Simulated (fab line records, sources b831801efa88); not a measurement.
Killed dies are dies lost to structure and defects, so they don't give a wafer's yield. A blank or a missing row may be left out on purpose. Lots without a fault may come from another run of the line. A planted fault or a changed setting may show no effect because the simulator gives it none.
Which tool did it? | flow gf180mcu | 13 lots, 39 wafers sampled, at 5 steps of a route of 602

WHAT THE GAUGES READ, wafer by wafer
GF_VT_IMPLANT_RS_MEAS_48: measures by four-point-probe. Usual: LVPWELL_RS 1195.4 ohm/sq, standard deviation 2.8.
lot  | measured     | on            | LVPWELL_RS (ohm/sq)  | flag
L760 | day 7 01:29  | film_metro-03 | 1197.5 1197.4 1196.5 |
L763 | day 7 22:18  | film_metro-03 | 1199.8 1197.7 1201.7 |
L764 | day 8 06:24  | film_metro-03 | 1194.5 1193.1 1198.3 |
L767 | day 10 13:56 | film_metro-02 | 1195.1 1191.6 1194.8 |
L769 | day 10 15:13 | film_metro-02 | 1198.3 1197.6 1193.1 |
L768 | day 10 16:01 | film_metro-04 | 1201.2 1196.4 1196.2 |
L771 | day 10 18:25 | film_metro-02 | 1196.6 1197.4 1194.7 |
L776 | day 12 09:17 | film_metro-04 | 1195.6 1193.9 1199.8 |
L777 | day 12 19:31 | film_metro-04 | 1198.1 1196.4 1193.8 |
L778 | day 13 01:43 | film_metro-03 | 1191.1 1193.1 1196.2 |
L779 | day 13 05:23 | film_metro-02 | 1194.9 1193.2 1191.2 |
L780 | day 13 12:59 | film_metro-03 | 1194.5 1193.7 1191.5 |
L782 | day 14 04:32 | film_metro-04 | 1195.8 1194.8 1199.4 |

GF_HV_LDD_CD_MEAS_07: target cd 400 nm. Usual: cd_nm 400.4 nm, standard deviation 2.6.
lot  | measured     | on        | cd_nm (nm)        | flag
L760 | day 9 13:08  | cd_sem-01 | 402.3 402.7 401.9 |
L763 | day 10 12:13 | cd_sem-02 | 402.1 403.0 404.1 |
L764 | day 10 20:01 | cd_sem-01 | 399.2 401.3 401.1 |
L767 | day 13 07:23 | cd_sem-01 | 398.2 398.8 399.1 |
L769 | day 13 07:46 | cd_sem-02 | 397.5 394.5 396.9 |
L768 | day 13 10:00 | cd_sem-01 | 398.9 399.2 403.6 |
L771 | day 13 11:44 | cd_sem-02 | 401.7 402.4 399.8 |
L776 | day 15 15:25 | cd_sem-02 | 398.8 401.3 401.0 |
L777 | day 15 23:39 | cd_sem-01 | 399.9 399.3 397.8 |
L778 | day 16 16:10 | cd_sem-02 | 400.2 397.4 401.1 |
L779 | day 16 15:29 | cd_sem-02 | 395.1 399.1 397.3 |
L780 | day 17 00:28 | cd_sem-02 | 402.1 400.3 401.0 |
L782 | day 17 13:19 | cd_sem-01 | 401.8 403.5 404.8 |

GF_PSD_RS_MEAS_14: measures by four-point-probe. Usual: NSD_RS 46.15 ohm/sq, standard deviation 0.086.
lot  | measured     | on            | NSD_RS (ohm/sq)   | flag
L760 | day 13 16:53 | film_metro-01 | 46.20 46.28 46.17 |
L763 | day 14 18:15 | film_metro-01 | 46.17 46.01 46.14 |
L764 | day 15 02:54 | film_metro-01 | 46.27 46.15 46.20 |
L767 | day 17 23:58 | film_metro-01 | 46.19 46.14 46.20 |
L769 | day 18 00:02 | film_metro-04 | 46.02 44.37 44.36 | OFF
L768 | day 18 03:45 | film_metro-04 | 44.17 46.05 46.11 | OFF
L771 | day 18 05:29 | film_metro-04 | 46.05 44.39 46.14 | OFF
L776 | day 20 15:45 | film_metro-01 | 46.27 46.25 46.16 |
L777 | day 21 03:53 | film_metro-04 | 46.15 46.07 46.15 |
L778 | day 21 22:15 | film_metro-04 | 46.18 46.05 46.08 |
L779 | day 21 20:37 | film_metro-02 | 46.20 46.27 46.12 |
L780 | day 22 06:36 | film_metro-01 | 46.13 46.13 46.14 |
L782 | day 22 19:32 | film_metro-02 | 46.23 46.07 46.16 |

GF_PSD_RS_MEAS_15: measures by four-point-probe. Usual: PSD_RS 108.60 ohm/sq, standard deviation 0.29.
lot  | measured     | on            | PSD_RS (ohm/sq)      | flag
L760 | day 13 17:01 | film_metro-01 | 108.86 108.99 108.97 |
L763 | day 14 18:22 | film_metro-01 | 107.92 108.58 108.15 |
L764 | day 15 03:01 | film_metro-01 | 109.06 109.01 109.06 |
L767 | day 18 00:05 | film_metro-01 | 108.92 108.49 108.86 |
L769 | day 18 00:10 | film_metro-04 | 108.21 104.50 104.70 | OFF
L768 | day 18 03:52 | film_metro-04 | 104.53 108.15 108.54 | OFF
L771 | day 18 05:37 | film_metro-04 | 108.32 104.28 108.30 | OFF
L776 | day 20 15:52 | film_metro-01 | 108.75 108.81 108.87 |
L777 | day 21 04:00 | film_metro-04 | 108.20 108.53 108.37 |
L778 | day 21 22:22 | film_metro-04 | 108.54 108.61 108.54 |
L779 | day 21 20:44 | film_metro-02 | 108.93 108.57 108.73 |
L780 | day 22 06:43 | film_metro-01 | 108.75 108.69 108.82 |
L782 | day 22 19:40 | film_metro-02 | 108.42 108.49 108.17 |

WHICH TOOL RAN EACH LOT (tool, then ch and the chambers of the sampled wafers, then the start)
lot  | GF_PSD_RTA_13
L760 | rtp_anneal-02 ch 0, day 13 16:48
L763 | rtp_anneal-01 ch 0, day 14 18:10
L764 | rtp_anneal-02 ch 0, day 15 02:49
L767 | rtp_anneal-01 ch 0, day 17 23:52
L769 | rtp_anneal-02 ch 0, day 17 23:53
L768 | rtp_anneal-02 ch 0, day 18 03:35
L771 | rtp_anneal-02 ch 0, day 18 05:24
L776 | rtp_anneal-02 ch 0, day 20 15:40
L777 | rtp_anneal-02 ch 0, day 21 03:48
L778 | rtp_anneal-01 ch 0, day 21 22:10
L779 | rtp_anneal-02 ch 0, day 21 20:32
L780 | rtp_anneal-01 ch 0, day 22 06:31
L782 | rtp_anneal-02 ch 0, day 22 19:27
- GF_PSD_RTA_13: time 20 s.

WHAT THE TOOLS THEMSELVES READ (means of the sampled wafers that have a number; where no wafer has one, the mark that the record gives instead)
GF_PSD_RTA_13. Usual: lamp_power_pct 34 %, standard deviation 4.6; run_length_s 48.6 s, standard deviation 0.61; wafer_temp_C_max 1029.5, standard deviation 0.97.
lot  | tool          | lamp_power_pct (%) | run_length_s (s) | wafer_temp_C_max | flag
L760 | rtp_anneal-02 | 30                 | 48.4             | 1029.0           |
L763 | rtp_anneal-01 | 39                 | 48.7             | 1029.8           |
L764 | rtp_anneal-02 | 30                 | 48.2             | 1029.7           |
L767 | rtp_anneal-01 | 39                 | 48.6             | 1030.3           |
L769 | rtp_anneal-02 | 30                 | 55.7             | 1029.4           | OFF
L768 | rtp_anneal-02 | 30                 | 53.4             | 1028.1           | OFF
L771 | rtp_anneal-02 | 30                 | 50.8             | 1029.0           | OFF
L776 | rtp_anneal-02 | 30                 | 48.3             | 1028.5           |
L777 | rtp_anneal-02 | 30                 | 48.3             | 1029.3           |
L778 | rtp_anneal-01 | 39                 | 48.8             | 1029.4           |
L779 | rtp_anneal-02 | 30                 | 48.2             | 1028.8           |
L780 | rtp_anneal-01 | 39                 | 48.5             | 1029.2           |
L782 | rtp_anneal-02 | 30                 | 48.4             | 1029.2           |

THE ANSWER, worked out from the rows above alone
Rule: a lot is off if the mean of its wafers that have a number lies more than 3 standard deviations from the usual mean. A lot without any number at a reading at which 4 lots or more have one is off too. The other lots that the step has rows for count as sound. The gauges are gone through in route order, then the tools' own readings, and for those a lot's mean is taken as printed above. The first step at which some lot is off is used, and at that step the reading that is off furthest; a lot without a number counts as furthest.
Off: L769, L768, L771, at GF_PSD_RS_MEAS_14 (NSD_RS).
A tool fits if, at a process step before that reading, it ran every lot that is off, and no sound lot after the first of them. The gauges at GF_PSD_RS_MEAS_14 aren't tried: what is off there is off at GF_PSD_RTA_13 too, on other tools, and a gauge's error can't cause that. None of those tried fits.

WHAT THE SIMULATOR HAD PUT IN
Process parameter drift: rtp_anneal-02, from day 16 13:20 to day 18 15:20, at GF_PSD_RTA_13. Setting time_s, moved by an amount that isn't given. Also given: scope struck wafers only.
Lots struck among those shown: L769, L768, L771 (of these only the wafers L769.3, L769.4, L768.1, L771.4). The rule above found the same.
